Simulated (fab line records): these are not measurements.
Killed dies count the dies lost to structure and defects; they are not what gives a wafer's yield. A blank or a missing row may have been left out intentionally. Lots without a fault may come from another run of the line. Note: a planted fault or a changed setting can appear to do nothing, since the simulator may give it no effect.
Code-filled problem report in 8D (eight disciplines) form | flow gf180mcu | the parts of the form that need people (team, actions taken, sign-off) are left out

## 1. PROBLEM STATEMENT
Mean HV_LDD_CVD_56_THK at GF_HV_LDD_THK_MEAS_57: 74.8 nm over 6 wafers in 2 lots; fault-free wafers: 89.8 nm, standard deviation 0.78. Measured from the usual mean, that is -19 standard deviations.
Seen first at day 19 07:56 on film-metro-02, wafer L521.3. Wafers with a number at this step in the record: 33, from 11 lots. By rule, "out" or "out of limits" means more than 4 standard deviations away from the usual mean. Any other wafer with a number is counted as sound.

## 2. WHAT IT IS, WHAT IT ISN'T
question                    | is                           | is not
which readings at this step | HV_LDD_CVD_56_THK            | -
which lots                  | L521, L523                   | L503, L504, L505, L506, L508, L510, L514, L519, L520
which wafers of those lots  | all that have a number       | -
read on which gauges        | film-metro-02, film-metro-03 | film-metro-04
when                        | from day 19 07:56            | up to then (27 sound wafers)

## 3. WHAT RULES OUT EACH SUSPECT
Counting: a tool at any process step up to the reading remains a suspect when it ran all the lots that are out and ran no sound lot after the first of those.
- the gauge at GF_HV_LDD_THK_MEAS_57 has been ruled out. Those wafers that are out were read across 2 gauges (film-metro-02, film-metro-03).
- lpcvd-02 at GF_HV_LDD_CVD_56 (deposits Si3N4 from DCS/NH3, target thk 90 nm, time 1543 s): kept. It ran every lot that is out, first L521 (day 19 05:47), and no sound lot after that; its last sound lot up to then is L514 (day 16 12:47). On those wafers its own readings are out: spike-tc-centre-C, spike-tc-lower-C, spike-tc-upper-C, susceptor-temp-C.
Left after counting: lpcvd-02 at GF_HV_LDD_CVD_56.

## 4. THE CAUSE (what the simulator had put in)
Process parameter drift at GF_HV_LDD_CVD_56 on lpcvd-02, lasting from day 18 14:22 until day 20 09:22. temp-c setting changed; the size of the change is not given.
This tool alone remained once counting was done.

## 5. THE EFFECT CHAIN, in route order
Each row: a reading whose mean over the struck wafers that have a number lies more than 3 standard deviations from the usual. Only readings for which the record gives a usual standard deviation are gone through. hours: the time from each lot's start at the first step in this table that gives one to its start at this step, as a median over the lots. sigmas: the change in usual standard deviations.
hours | step                  | reading           | usual      | on struck wafers | change | sigmas
0     | GF_HV_LDD_CVD_56      | spike-tc-bottom-C | 792.2 C    | 782.7            | -9.5   | -4.5
0     | GF_HV_LDD_CVD_56      | spike-tc-centre-C | 770.5 C    | 760.4            | -10.1  | -5.9
0     | GF_HV_LDD_CVD_56      | spike-tc-lower-C  | 770.6 C    | 761.1            | -9.5   | -8.6
0     | GF_HV_LDD_CVD_56      | spike-tc-top-C    | 782.5 C    | 774.0            | -8.5   | -5.6
0     | GF_HV_LDD_CVD_56      | spike-tc-upper-C  | 770.1 C    | 760.7            | -9.4   | -7.8
0     | GF_HV_LDD_CVD_56      | susceptor-temp-C  | 770.1 C    | 760.9            | -9.2   | -31
2     | GF_HV_LDD_THK_MEAS_57 | HV_LDD_CVD_56_THK | 89.8 nm    | 74.8             | -15.0  | -19
2     | GF_HV_LDD_ETCHBACK_58 | oes-product-au    | 0.842 a.u. | 0.764            | -0.078 | -13
Here are the process steps it includes:
- GF_HV_LDD_CVD_56: deposits Si3N4 from DCS/NH3, target thk 90 nm, time 1543 s.
- GF_HV_LDD_ETCHBACK_58: etches Si3N4 in CH3F/O2, stops on SiO2, time 100 s, target depth 90 nm.

## 6. WHAT WOULD HAVE CAUGHT IT SOONER
Counted from the fault's start at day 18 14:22, it took 18 hours until the first out-of-limits reading at a measuring or inspecting step in this record, taken at day 19 07:56.
At GF_HV_LDD_CVD_56, the tool's own readings (spike-tc-centre-C, spike-tc-lower-C, spike-tc-upper-C, susceptor-temp-C) were out on each struck wafer the step has a row for, so an alarm limit on them would have fired on the first such wafer.
Among the 2 lots that are out, L523 began GF_HV_LDD_CVD_56 on lpcvd-02 after day 19 07:56. Putting the tool on hold at that point would have spared it.
